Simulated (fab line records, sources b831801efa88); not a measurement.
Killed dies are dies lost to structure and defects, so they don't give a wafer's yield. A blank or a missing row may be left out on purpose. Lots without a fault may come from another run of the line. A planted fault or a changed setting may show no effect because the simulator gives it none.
Which tool did it? | flow gf180mcu | 10 lots, 30 wafers sampled, at 1 step of a route of 602

WHAT THE GAUGES READ, wafer by wafer
GF_V5_THK_MEAS_03.
lot  | measured     | on            | V5_CVD_02_THK (nm)
L522 | day 26 10:29 | film_metro-04 | 1427 1468 1473
L523 | day 26 17:23 | film_metro-04 | 1446 1448 1477
L524 | day 26 19:47 | film_metro-02 | 1478 1463 1483
L525 | day 27 03:26 | film_metro-04 | 1429 1447 1456
L527 | day 28 12:28 | film_metro-04 | 1450 1440 1456
L531 | day 29 12:20 | film_metro-04 | 1402 1437 1435
L533 | day 29 16:07 | film_metro-02 | 1411 1416 1450
L537 | day 31 07:04 | film_metro-03 | 1431 1406 1443
L543 | day 32 19:14 | film_metro-03 | 1409 1446 1443
L545 | day 32 22:50 | film_metro-04 | 1424 1446 1438

WHICH TOOL RAN EACH LOT (tool, then ch and the chambers of the sampled wafers, then the start)
The record holds no process step before these readings.

WHAT THE TOOLS THEMSELVES READ (means of the sampled wafers that have a number; where no wafer has one, the mark that the record gives instead)
The record holds no such reading with a usual standard deviation.

THE ANSWER, worked out from the rows above alone
Rule: what is usual is taken from the lots themselves. Put in order of their means at a reading, lots are off if they are a third of the lots or fewer, leave a main group of 4 or more, and stand apart from it by a gap of 3 or more times the standard deviation of the main group's means; of several such gaps the widest counts. A main group whose means are all the same, to the digits that the tables above print for the reading, isn't used. A lot without any number at a reading at which 4 lots or more have one is off too. The other lots that the step has rows for count as sound. The gauges are gone through in route order, then the tools' own readings, and for those a lot's mean is taken as printed above. The first step at which some lot is off is used, and at that step the reading that is off furthest; a lot without a number counts as furthest.
No lot is off at any reading shown: from this, nothing can be told.

WHAT THE SIMULATOR HAD PUT IN
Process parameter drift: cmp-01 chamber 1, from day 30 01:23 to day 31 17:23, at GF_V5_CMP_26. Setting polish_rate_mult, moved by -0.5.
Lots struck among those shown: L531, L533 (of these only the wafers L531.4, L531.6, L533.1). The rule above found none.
